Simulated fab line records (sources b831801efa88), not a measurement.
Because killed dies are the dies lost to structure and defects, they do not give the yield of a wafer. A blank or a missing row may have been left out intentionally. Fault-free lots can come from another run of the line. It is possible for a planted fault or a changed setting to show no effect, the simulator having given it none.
fab line records	flow sky130	part 1 of 2: steps 1 to 4 of 6
record lots=20	wafers=60	lastDay=50
route steps=708 shown FIELD_ISO@16 POLY_GATE@232 POLY_CUT@319 VIA1@482 METAL3@569 PASSIVATION@692
lots untouched by any fault: they come from a run of this same line in which no faults occurred
startH: the number of hours between the record's first day and the start of the first shown wafer of the lot	waitH: hours since the lot's step before	" the same as in the row above	L1.1+2: a single row standing in for several wafers	- no value, or no start given	* or withheld: withheld	< > ~ a bound
route shown NAME@n: a module of which the file shows steps, and the number in the route of the first	usual: average and standard deviation across the fault-free wafers	same: alike in all rows	chamber/n: place in a boat	sites: the reading at each site	_std_site: how widely they spread, as a standard deviation	_edge_site: outer sites' mean less inner sites'	radiusMm: how far each site lies from the wafer's centre	mask NAME#n: copy n	behind: the tool/chamber that last shaped the wafer	hold: reason for holding the lot/hours on hold/outcome of the hold	device: which transistor (n, p or np) failed to switch	end of line: tests of these same wafers at the route's end	a step given without rows: its recipe and nothing more	killed: not the wafer's yield, but the dies lost to structure and defects at the first sort	map: shows each die of a wafer: x if killed, . if not, _ if none is there
set.NAME: setting as actually run; set.NAME@STEP: the setting as run at that earlier step	model.NAME: the simulator's own value behind a step, which no gauge read
steps of the route over a sample of lots; a table a step, a row a wafer
services: the hour from which a tool's chamber was out of use, counted from the record's first day as startH (under 0 if before that day), plus the number of hours and why
## steps
# step SKY_FIELD_ISO_ETCH_15
# recipe chemistry=CHF3/O2	targetDepthNm=180	stopOn=Si	sourceW=600	biasW=200	pressureMtorr=40	chf3FlowSccm=50	O2_flow_sccm=5	timeS=72
# usual biasW=200.0/0.65	drypumpMotorCurrentA=5.8/0.4	oesProductAu=0.927/0.0066	rfFwdPowerW=594.9/1.9	throttleValvePct=8.840/0.0097
lot.wafer	tool	chamber	startH	waitH	biasW	drypumpMotorCurrentA	oesProductAu	rfFwdPowerW	rfHoursCounterH	throttleValvePct
L074.1	rieDiel-02	0	51.67	0.0	200.2	5.8	0.928	592.4	4	8.841
L074.3	"	3	"	"	200.4	5.7	0.930	594.1	92	8.825
L074.5	"	1	"	"	200.0	6.5	0.928	596.1	-	8.832
L078.1	rieDiel-01	3	51.85	0.0	200.1	5.1	0.916	595.5	121	8.824
L078.3	"	2	"	"	201.1	5.7	0.909	592.4	0	8.853
L078.4	"	2	"	"	199.1	5.7	0.915	592.8	-	8.830
L076.1	rieDiel-04	1	52.01	0.0	198.8	5.4	0.929	598.5	0	8.856
L076.4	"	0	"	"	199.8	5.5	0.918	597.7	46	8.827
L076.5	"	1	"	"	199.2	5.4	0.928	599.2	-	8.849
L077.1	rieDiel-02	3	52.36	0.0	200.8	5.7	0.919	590.7	92	8.850
L077.2	"	0	"	"	199.1	5.8	0.926	593.9	4	8.839
L077.4	"	1	"	"	200.7	6.5	0.925	592.2	132	8.848
L079.4	rieDiel-02	3	58.62	0.0	199.9	5.7	0.935	591.9	92	8.858
L079.5	"	0	"	"	200.4	5.8	0.933	595.2	-	8.845
L079.6	"	3	"	"	199.3	5.7	0.927	592.7	-	8.829
L080.3	rieDiel-04	1	60.57	0.0	200.3	5.4	0.917	596.1	1	8.833
L080.5	"	1	"	"	200.1	5.5	0.935	597.3	-	8.845
L080.6	"	2	"	"	199.4	6.2	0.929	595.0	-	8.836
L081.4	rieDiel-04	3	65.40	0.0	201.4	6.1	0.930	592.8	38	8.853
L081.5	"	1	"	"	200.4	5.4	0.922	595.8	-	8.838
L081.6	"	0	"	"	198.6	5.5	0.930	593.3	-	8.828
L082.3	rieDiel-01	0	68.90	0.0	200.5	6.2	0.932	595.8	49	8.836
L082.4	"	2	"	"	201.2	5.7	0.924	594.2	1	8.851
L082.5	"	3	"	"	199.5	5.1	0.927	592.4	-	8.850
L085.1	rieDiel-02	3	88.25	0.0	200.1	5.7	0.930	595.0	92	8.841
L085.3	"	1	"	"	200.0	6.5	0.927	596.7	133	8.830
L085.5	"	1	"	"	200.1	6.5	0.916	594.4	-	8.832
L086.1	rieDiel-02	3	91.45	0.0	199.3	5.8	0.934	589.4	92	8.820
L086.3	"	1	"	"	199.5	6.4	0.929	593.5	133	8.835
L086.5	"	0	"	"	199.5	5.8	0.923	596.0	-	8.854
L087.3	rieDiel-01	0	96.17	0.0	200.3	6.2	0.932	596.4	49	8.844
L087.4	"	1	"	"	200.4	6.0	0.928	592.2	8	8.850
L087.6	"	3	"	"	199.7	5.1	0.939	595.6	-	8.844
L088.2	rieDiel-02	0	103.57	0.0	200.4	5.8	0.921	597.5	5	8.827
L088.3	"	3	"	"	200.7	5.7	0.939	596.1	93	8.852
L088.6	"	2	"	"	200.2	5.3	0.923	597.1	-	8.839
L089.1	rieDiel-04	2	106.41	0.0	199.5	6.2	0.929	593.4	37	8.841
L089.2	"	1	"	"	200.0	5.4	0.927	596.2	1	8.834
L089.3	"	0	"	"	199.7	5.5	0.928	595.8	47	8.829
L090.1	rieDiel-01	1	112.05	0.0	200.3	6.0	0.922	591.8	8	8.842
L090.2	"	0	"	"	200.4	6.2	0.926	594.3	49	8.842
L090.6	"	2	"	"	199.8	5.7	0.921	597.0	-	8.841
L091.1	rieDiel-02	2	117.71	0.0	201.3	5.3	0.920	598.8	2	8.845
L091.3	"	0	"	"	201.1	5.8	0.917	595.9	5	8.854
L091.4	"	3	"	"	199.7	5.7	0.922	594.3	-	8.840
L093.1	rieDiel-01	3	128.31	0.0	199.8	5.1	0.928	595.4	123	8.845
L093.2	"	2	"	"	199.6	5.7	0.932	596.3	2	8.836
L093.4	"	0	"	"	200.0	6.2	0.929	595.9	49	8.842
L094.2	rieDiel-01	0	134.26	0.0	199.6	6.2	0.932	595.4	50	8.823
L094.3	"	2	"	"	198.8	5.7	0.929	594.1	2	8.857
L094.4	"	3	"	"	200.2	5.1	0.924	596.4	123	8.838
L095.4	rieDiel-04	3	138.59	0.0	200.8	6.0	0.943	593.2	-	8.837
L095.5	"	0	"	"	199.6	5.5	0.929	593.9	-	8.835
L095.6	"	1	"	"	199.1	5.4	0.940	595.2	-	8.840
L096.1	rieDiel-02	2	143.07	0.0	200.7	5.3	0.931	592.7	3	8.829
L096.3	"	0	"	"	199.9	5.8	0.922	596.1	6	8.839
L096.4	"	1	"	"	200.2	6.5	0.932	593.8	134	8.856
L097.2	rieDiel-04	1	149.60	0.0	200.2	5.4	0.916	596.8	2	8.832
L097.3	"	0	"	"	200.1	5.5	0.924	595.0	48	8.838
L097.6	"	1	"	"	199.5	5.4	0.927	597.6	-	8.826
# step SKY_POLY_GATE_STRIP_18
# recipe chemistry=O2/N2	powerW=1400	pressureMtorr=1500	platenTempC=withheld	o2FlowSccm=3000	n2FlowSccm=300	overashFraction=0.5
# usual drypumpMotorCurrentA=6.0/0.42	n2FlowSccm=300.0/0.84	oesProductAu=0.360/0.0048	stripTimeToEndpointS=3.16/0.038
lot.wafer	tool	chamber	startH	waitH	drypumpMotorCurrentA	n2FlowSccm	oesProductAu	rfHoursCounterH	stripTimeToEndpointS
L078.1	plasmaAsher-01	0	416.74	0.0	5.7	299.5	0.369	76	3.23
L078.3	"	1	"	"	6.3	298.5	0.360	-	3.16
L078.4	"	0	"	"	5.7	298.6	0.353	-	3.12
L074.1	plasmaAsher-01	1	420.95	0.0	6.3	300.8	0.359	77	3.10
L074.3	"	1	"	"	6.3	301.9	0.352	-	3.06
L074.5	"	1	"	"	6.3	299.8	0.370	-	3.16
L076.1	plasmaAsher-02	0	421.30	0.0	5.4	300.7	0.353	29	3.10
L076.4	"	0	"	"	5.4	299.7	0.363	-	3.17
L076.5	"	0	"	"	5.4	300.1	0.365	-	3.13
L077.1	plasmaAsher-04	0	427.64	0.0	6.3	298.9	0.355	72	3.05
L077.2	"	1	"	"	6.8	299.8	0.354	72	3.11
L077.4	"	0	"	"	6.3	299.8	0.361	-	3.16
L080.3	plasmaAsher-01	0	438.38	0.1	5.7	300.5	0.356	-	3.12
L080.5	"	1	"	"	6.3	300.6	0.361	-	3.18
L080.6	"	0	"	"	5.7	300.3	0.359	-	3.14
L079.4	plasmaAsher-02	0	438.92	0.1	5.4	299.8	0.361	-	3.15
L079.5	"	1	"	"	6.0	300.2	0.359	-	3.18
L079.6	"	0	"	"	5.5	299.9	0.361	-	3.16
L081.4	plasmaAsher-02	0	442.47	0.1	5.4	300.4	0.358	-	3.16
L081.5	"	0	"	"	5.4	299.3	0.357	-	3.15
L081.6	"	1	"	"	6.0	299.6	0.353	-	3.16
L082.3	plasmaAsher-04	0	455.17	0.1	6.3	300.5	0.358	-	3.12
L082.4	"	1	"	"	6.8	299.4	0.365	-	3.22
L082.5	"	0	"	"	6.3	300.0	0.360	-	3.16
L085.1	plasmaAsher-02	1	477.84	0.0	6.0	299.8	0.361	35	3.17
L085.3	"	1	"	"	6.1	300.7	0.350	-	3.15
L085.5	"	1	"	"	6.1	300.4	0.359	-	3.22
L086.1	plasmaAsher-02	0	486.64	0.0	5.4	299.7	0.359	36	3.16
L086.3	"	0	"	"	5.4	300.4	0.365	-	3.21
L086.5	"	1	"	"	6.1	301.2	0.364	-	3.18
L087.3	plasmaAsher-01	1	495.37	0.1	6.2	301.2	0.370	-	3.14
L087.4	"	0	"	"	5.7	301.3	0.361	-	3.13
L087.6	"	1	"	"	6.3	299.6	0.362	-	3.14
L088.2	plasmaAsher-02	1	501.74	0.0	6.0	299.4	0.362	38	3.18
L088.3	"	1	"	"	6.0	300.2	0.362	-	3.12
L088.6	"	1	"	"	6.0	299.0	0.360	-	3.13
L089.1	plasmaAsher-01	1	512.94	0.0	6.3	299.9	0.368	8	3.12
L089.2	"	0	"	"	5.7	300.6	0.364	8	3.16
L089.3	"	0	"	"	5.7	299.7	0.369	-	3.20
L090.1	plasmaAsher-04	1	521.54	0.0	6.8	300.9	0.370	81	3.19
L090.2	"	0	"	"	6.3	300.1	0.358	81	3.16
L090.6	"	1	"	"	6.8	301.3	0.361	-	3.09
L091.1	plasmaAsher-01	1	531.69	0.0	6.3	299.8	0.347	10	3.18
L091.3	"	0	"	"	5.7	299.3	0.360	-	3.16
L091.4	"	1	"	"	6.3	300.7	0.364	-	3.19
L093.1	plasmaAsher-02	1	547.09	0.0	6.1	302.0	0.367	42	3.22
L093.2	"	0	"	"	5.4	300.5	0.357	42	3.15
L093.4	"	0	"	"	5.4	300.4	0.359	-	3.12
L094.2	plasmaAsher-01	0	560.19	0.0	5.7	300.3	0.357	12	3.23
L094.3	"	0	"	"	5.7	300.8	0.362	-	3.14
L094.4	"	1	"	"	6.2	301.0	0.358	-	3.17
L095.4	plasmaAsher-02	1	561.53	0.1	6.0	299.5	0.360	-	3.14
L095.5	"	1	"	"	6.0	299.6	0.353	-	3.10
L095.6	"	0	"	"	5.4	300.3	0.356	-	3.12
L096.1	plasmaAsher-04	1	570.84	0.0	6.8	301.1	0.362	86	3.17
L096.3	"	0	"	"	6.3	298.5	0.364	-	3.17
L096.4	"	1	"	"	6.8	300.8	0.362	-	3.13
L097.2	plasmaAsher-02	0	574.54	0.0	5.4	299.4	0.352	45	3.15
L097.3	"	0	"	"	5.4	299.4	0.358	-	3.12
L097.6	"	1	"	"	6.0	298.6	0.362	-	3.21
# step SKY_POLY_CUT_STRIP_12
# recipe chemistry=O2/N2	powerW=1400	pressureMtorr=1500	platenTempC=withheld	o2FlowSccm=3000	n2FlowSccm=300	overashFraction=0.5
# usual drypumpMotorCurrentA=5.9/0.49	n2FlowSccm=300.0/0.9	oesProductAu=0.452/0.0043	stripTimeToEndpointS=5.353/0.016
lot.wafer	tool	chamber	startH	waitH	drypumpMotorCurrentA	n2FlowSccm	oesProductAu	rfHoursCounterH	stripTimeToEndpointS
L078.1	plasmaAsher-03	0	605.03	0.0	5.5	299.5	0.458	77	5.340
L078.3	"	1	"	"	5.6	299.7	0.445	-	5.351
L078.4	"	0	"	"	5.5	299.6	0.448	-	5.379
L076.1	plasmaAsher-02	0	609.39	0.0	5.4	301.1	0.447	49	5.383
L076.4	"	0	"	"	5.4	300.4	0.452	-	5.366
L076.5	"	1	"	"	6.0	299.7	0.452	-	5.389
L074.1	plasmaAsher-03	1	609.63	0.0	5.6	300.0	0.452	78	5.351
L074.3	"	1	"	"	5.6	300.8	0.451	-	5.362
L074.5	"	0	"	"	5.5	298.8	0.456	-	5.356
L077.1	plasmaAsher-02	1	613.98	0.0	6.0	300.3	0.451	49	5.382
L077.2	"	0	"	"	5.4	298.7	0.446	49	5.346
L077.4	"	0	"	"	5.4	299.9	0.460	-	5.343
L080.3	plasmaAsher-03	0	622.26	0.1	5.4	300.4	0.455	-	5.343
L080.5	"	1	"	"	5.6	300.1	0.455	-	5.346
L080.6	"	0	"	"	5.5	301.5	0.449	-	5.362
L079.4	plasmaAsher-02	1	623.89	0.1	6.0	300.8	0.453	-	5.331
L079.5	"	1	"	"	6.0	299.8	0.451	-	5.353
L079.6	"	0	"	"	5.5	299.2	0.456	-	5.329
L081.4	plasmaAsher-03	1	626.27	0.1	5.6	299.9	0.453	-	5.377
L081.5	"	0	"	"	5.5	299.9	0.449	-	5.345
L081.6	"	1	"	"	5.6	298.7	0.448	-	5.332
L082.3	plasmaAsher-03	1	638.77	0.1	5.6	300.3	0.455	-	5.344
L082.4	"	0	"	"	5.5	300.9	0.452	-	5.343
L082.5	"	0	"	"	5.5	300.8	0.458	-	5.343
L085.1	plasmaAsher-02	0	660.13	0.0	5.4	299.5	0.450	54	5.360
L085.3	"	0	"	"	5.4	299.9	0.439	-	5.368
L085.5	"	0	"	"	5.4	299.7	0.455	-	5.360
L086.1	plasmaAsher-04	0	667.93	0.0	6.3	299.2	0.443	95	5.360
L086.3	"	0	"	"	6.3	299.7	0.447	-	5.360
L086.5	"	0	"	"	6.3	299.4	0.448	-	5.340
L087.3	plasmaAsher-03	1	675.92	0.1	5.6	301.3	0.454	-	5.343
L087.4	"	0	"	"	5.5	300.6	0.449	-	5.329
L087.6	"	1	"	"	5.6	300.6	0.458	-	5.344
L088.2	plasmaAsher-04	1	681.43	0.0	6.8	300.3	0.452	96	5.367
L088.3	"	0	"	"	6.3	299.8	0.455	-	5.362
L088.6	"	1	"	"	6.8	299.9	0.456	-	5.353
L089.1	plasmaAsher-04	1	691.28	0.0	6.8	300.8	0.456	97	5.373
L089.2	"	0	"	"	6.3	299.9	0.449	97	5.380
L089.3	"	0	"	"	6.3	300.1	0.447	-	5.361
L090.1	plasmaAsher-04	0	701.64	0.0	6.3	297.6	0.455	98	5.348
L090.2	"	1	"	"	6.8	297.6	0.449	98	5.362
L090.6	"	1	"	"	6.8	300.6	0.447	-	5.371
L091.1	plasmaAsher-04	1	708.44	0.0	6.8	301.5	0.449	99	5.360
L091.3	"	1	"	"	6.8	301.1	0.443	-	5.334
L091.4	"	0	"	"	6.3	299.2	0.453	-	5.319
L093.1	plasmaAsher-03	1	723.79	0.0	5.6	300.8	0.454	89	5.359
L093.2	"	0	"	"	5.5	299.2	0.453	89	5.345
L093.4	"	0	"	"	5.5	301.3	0.455	-	5.346
L094.2	plasmaAsher-02	0	735.99	0.0	5.4	298.3	0.453	61	5.350
L094.3	"	1	"	"	6.1	301.4	0.446	-	5.345
L094.4	"	0	"	"	5.4	299.8	0.451	-	5.334
L095.4	plasmaAsher-03	1	741.32	0.0	5.6	299.3	0.452	-	5.355
L095.5	"	1	"	"	5.6	299.6	0.450	-	5.350
L095.6	"	0	"	"	5.5	301.2	0.457	-	5.366
L096.1	plasmaAsher-04	1	743.14	0.0	6.8	300.6	0.453	0	5.347
L096.3	"	1	"	"	6.8	297.7	0.458	-	5.337
L096.4	"	0	"	"	6.3	299.0	0.453	-	5.350
L097.2	plasmaAsher-03	0	752.53	0.0	5.5	301.2	0.451	92	5.363
L097.3	"	0	"	"	5.5	301.2	0.448	-	5.312
L097.6	"	0	"	"	5.5	300.0	0.447	-	5.351
# step SKY_VIA1_CMP_24
# recipe stopOn=SiO2	tOverpolishS=15	downForcePsi=3.5	platenRpm=60	targetThkNm=0	padVelocityMS=0.94248
# usual headPressurePsi=3.501/0.008	motorCurrentA=10.9/0.85	overpolishRunS=14.999/0.009	platenRpm=60.00/0.039	timeToEndpointS=67/3.1
lot.wafer	tool	chamber	startH	waitH	headPressurePsi	motorCurrentA	overpolishRunS	platenRpm	timeToEndpointS
L078.4	cmp-02	3	833.16	0.0	3.509	11.5	15.005	60.01	61
L078.1	"	0	"	"	3.509	11.5	14.998	60.01	64
L078.3	"	2	"	"	3.511	10.5	15.005	59.95	63
L076.4	cmp-02	0	839.53	0.0	3.500	11.5	14.988	60.00	68
L076.1	"	2	"	"	3.504	10.4	14.993	59.98	66
L076.5	"	0	"	"	3.498	10.6	14.992	60.01	67
L074.1	cmp-01	0	839.63	0.1	3.505	12.0	15.018	59.99	68
L074.3	"	1	"	"	3.495	10.5	15.009	59.97	69
L074.5	"	3	"	"	3.501	10.2	14.993	60.07	72
L077.1	cmp-02	0	841.74	0.1	3.504	11.6	14.996	60.01	68
L077.2	"	1	"	"	3.510	11.0	15.004	59.99	61
L077.4	"	3	"	"	3.492	11.8	14.999	60.03	69
L080.3	cmp-01	2	849.85	0.0	3.500	11.2	14.991	60.05	65
L080.5	"	2	"	"	3.493	11.5	15.005	60.00	69
L080.6	"	3	"	"	3.502	9.8	14.990	60.02	73
L079.4	cmp-01	1	851.55	0.1	3.499	9.7	14.993	59.94	68
L079.5	"	0	"	"	3.496	11.1	14.991	59.94	64
L079.6	"	1	"	"	3.509	10.0	14.998	60.05	69
L081.4	cmp-02	3	855.43	0.1	3.503	11.8	14.994	60.00	68
L081.5	"	1	"	"	3.497	10.8	14.975	60.00	64
L081.6	"	2	"	"	3.489	10.4	15.000	59.97	69
L082.4	cmp-02	2	864.43	0.1	3.502	10.5	14.999	59.91	66
L082.3	"	3	"	"	3.486	11.5	15.016	59.99	63
L082.5	"	1	"	"	3.500	11.8	15.000	60.04	62
L085.1	cmp-01	0	883.59	0.1	3.497	11.1	14.988	59.95	67
L085.3	"	2	"	"	3.499	11.4	15.000	60.00	66
L085.5	"	0	"	"	3.510	11.6	14.992	59.96	68
L086.3	cmp-01	0	894.14	0.1	3.494	10.8	14.993	60.03	66
L086.1	"	1	"	"	3.483	10.0	15.004	59.97	67
L086.5	"	0	"	"	3.506	12.0	14.997	59.99	67
L087.4	cmp-02	0	898.34	0.0	3.497	11.1	15.002	59.96	68
L087.3	"	1	"	"	3.519	11.3	14.990	60.00	61
L087.6	"	1	"	"	3.515	11.3	14.999	60.05	62
L088.2	cmp-01	2	902.62	0.0	3.498	11.6	15.005	59.88	67
L088.3	"	3	"	"	3.501	9.7	14.996	59.98	72
L088.6	"	2	"	"	3.487	11.9	14.992	60.05	68
L089.2	cmp-01	3	912.12	0.1	3.516	9.3	15.012	60.12	70
L089.3	"	0	"	"	3.495	11.8	14.994	60.04	69
L089.1	"	1	"	"	3.484	10.1	15.007	59.95	70
L090.2	cmp-01	0	925.20	0.1	3.504	10.7	14.995	60.01	65
L090.1	"	1	"	"	3.501	9.8	14.987	60.02	64
L090.6	"	0	"	"	3.489	11.3	14.997	60.01	63
L091.3	cmp-01	0	925.81	0.0	3.509	11.9	14.998	60.01	67
L091.1	"	1	"	"	3.498	10.4	14.998	59.94	68
L091.4	"	2	"	"	3.510	11.7	14.996	60.00	71
L093.1	cmp-02	3	938.82	0.1	3.493	11.4	14.993	59.96	66
L093.4	"	0	"	"	3.487	11.5	14.982	59.98	68
L093.2	"	2	"	"	3.510	11.0	14.991	60.07	70
L094.2	cmp-01	2	952.06	0.0	3.505	11.6	15.008	60.00	62
L094.3	"	3	"	"	3.500	9.6	15.002	59.99	66
L094.4	"	1	"	"	3.509	9.8	14.993	60.06	65
L095.4	cmp-01	1	957.27	0.1	3.493	10.0	14.990	59.97	65
L095.5	"	0	"	"	3.502	11.0	15.008	60.04	65
L095.6	"	1	"	"	3.501	10.1	15.015	59.94	66
L096.4	cmp-01	3	958.77	0.5	3.506	9.9	15.008	59.98	72
L096.3	"	0	"	"	3.490	11.4	14.995	59.98	66
L096.1	"	1	"	"	3.481	9.8	14.982	60.02	66
L097.2	cmp-01	0	966.71	0.1	3.509	10.9	14.984	60.05	65
L097.3	"	1	"	"	3.495	9.9	14.989	60.00	70
L097.6	"	1	"	"	3.490	10.2	15.011	59.95	66
